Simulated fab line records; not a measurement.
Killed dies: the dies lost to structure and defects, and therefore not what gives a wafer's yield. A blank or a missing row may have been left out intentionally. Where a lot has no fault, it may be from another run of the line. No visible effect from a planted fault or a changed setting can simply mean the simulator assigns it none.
The tool behind it: which one? || flow sky130 || Sampling: 6 lots, 18 wafers, 2 of 708 route steps

== WHAT THE GAUGES SHOWED, per wafer ==
SKY_METAL4_OVL_MEAS_14.
{"lot": "L616", "measured": "day 42 11:47", "on": "overlay-02", "METAL4_OVL (nm)": "9 -4 -5"}
{"lot": "L623", "measured": "day 44 09:46", "on": "overlay-01", "METAL4_OVL (nm)": "-1 8 2"}
{"lot": "L625", "measured": "day 45 00:58", "on": "overlay-02", "METAL4_OVL (nm)": "10 8 9"}
{"lot": "L628", "measured": "day 45 17:07", "on": "overlay-01", "METAL4_OVL (nm)": "8 10 12"}
{"lot": "L632", "measured": "day 47 03:45", "on": "overlay-02", "METAL4_OVL (nm)": "6 7 11"}
{"lot": "L636", "measured": "day 48 21:26", "on": "overlay-02", "METAL4_OVL (nm)": "3 5 -2"}

== EACH LOT AND THE TOOL THAT RAN IT (in order: tool; ch and the chambers of the sampled wafers; start) ==
{"lot": "L616", "SKY_METAL3_METAL_ETCH_18": "rie metal-02 ch 1, day 39 06:52"}
{"lot": "L623", "SKY_METAL3_METAL_ETCH_18": "rie metal-02 ch 0,1, day 41 08:10"}
{"lot": "L625", "SKY_METAL3_METAL_ETCH_18": "rie metal-01 ch 0,1, day 42 02:04"}
{"lot": "L628", "SKY_METAL3_METAL_ETCH_18": "rie metal-02 ch 0,1, day 42 20:33"}
{"lot": "L632", "SKY_METAL3_METAL_ETCH_18": "rie metal-02 ch 0,1, day 44 10:44"}
{"lot": "L636", "SKY_METAL3_METAL_ETCH_18": "rie metal-01 ch 0,1, day 46 07:00"}
- SKY_METAL3_METAL_ETCH_18: etches the open film in Cl2/BCl3, stops on SiO2, target depth 845 nm, time 183.1 s.

== THE ANSWER, worked out from the rows above alone ==
Rule: what is usual is taken from the lots themselves. The widest of any qualifying gaps counts: lots, ordered by their means at a reading, are off when they make up no more than a third of the lots, leave a main group of 4 or more, and stand apart from it by 3 or more times the standard deviation of that group's means. If all means in a main group match to the digits the tables above print for the reading, that group is not used. Also off: a lot with no number at a reading for which 4 or more lots have one. Any other lot the step has rows for is counted as sound.
Across all readings shown, no lot is off: no conclusion can be drawn from this.

== WHAT THE SIMULATOR PUT IN ==
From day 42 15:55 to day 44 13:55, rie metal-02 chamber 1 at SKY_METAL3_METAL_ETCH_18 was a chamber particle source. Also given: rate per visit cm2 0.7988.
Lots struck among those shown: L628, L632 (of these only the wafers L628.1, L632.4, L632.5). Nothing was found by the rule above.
